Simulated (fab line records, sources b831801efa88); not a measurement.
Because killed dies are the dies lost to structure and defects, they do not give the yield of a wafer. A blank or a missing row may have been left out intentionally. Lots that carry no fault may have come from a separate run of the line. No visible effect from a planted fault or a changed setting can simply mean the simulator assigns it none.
Chamber matching :: flow gf180mcu :: GF_V4_CMP_04 on cmp-02 has 4 sister chambers
The step polishes SiO2. 8 wafers are shown with their chamber, then 7 later ones without.

## WAFERS WITH THEIR CHAMBER
wafer: L492.3
chamber: 3
motor_current_A (A): 10.6
slurry_flow_ml_min: 149.6

wafer: L494.4
chamber: 2
motor_current_A (A): 11.5
slurry_flow_ml_min: 150.2

wafer: L496.3
chamber: 2
motor_current_A (A): 10.9
slurry_flow_ml_min: 149.6

wafer: L496.4
chamber: 3
motor_current_A (A): 10.3
slurry_flow_ml_min: 150.3

wafer: L502.4
chamber: 1
motor_current_A (A): 14.2
slurry_flow_ml_min: 150.3

wafer: L502.6
chamber: 0
motor_current_A (A): 15.4
slurry_flow_ml_min: 150.1

wafer: L505.4
chamber: 1
motor_current_A (A): 14.5
slurry_flow_ml_min: 150.3

wafer: L505.5
chamber: 0
motor_current_A (A): 15.3
slurry_flow_ml_min: 149.4

## WAFERS WITH NO CHAMBER GIVEN
wafer: L505.6
motor_current_A (A): 10.4
slurry_flow_ml_min: 149.4

wafer: L508.1
motor_current_A (A): 15.6
slurry_flow_ml_min: 151.4

wafer: L508.3
motor_current_A (A): 14.6
slurry_flow_ml_min: 150.5

wafer: L508.6
motor_current_A (A): 16.0
slurry_flow_ml_min: 149.9

wafer: L509.1
motor_current_A (A): 15.8
slurry_flow_ml_min: 151.0

wafer: L509.2
motor_current_A (A): 10.9
slurry_flow_ml_min: 149.9

wafer: L509.3
motor_current_A (A): 10.2
slurry_flow_ml_min: 150.0

## THE CHAMBER EACH PASSED THROUGH
wafer: L505.6
from the rows above: can't be placed: 3 or 2
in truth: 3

wafer: L508.1
from the rows above: can't be placed: 0 or 1
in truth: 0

wafer: L508.3
from the rows above: 1
in truth: 1

wafer: L508.6
from the rows above: 0
in truth: 0

wafer: L509.1
from the rows above: 0
in truth: 0

wafer: L509.2
from the rows above: can't be placed: 2 or 3
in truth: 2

wafer: L509.3
from the rows above: 3
in truth: 3
4 of 7 placed correctly. Can't be placed from these rows: 3 (the true chamber is among the candidates in 3). Number placed wrongly: 0.
How it was worked out, from the rows above alone: a wafer's distance from a chamber is the root of the sum, over the readings, of the square of ((its reading less the chamber's mean) divided by the reading's scatter). The wafer belongs to the nearest chamber; if the next one is less than 2 further off, it can't be placed. The mean given for a chamber averages the wafers shown for that chamber. The scatter is the square root of a quotient: the sum, over the shown wafers, of each reading's squared deviation from its chamber's mean, divided by wafers minus chambers.
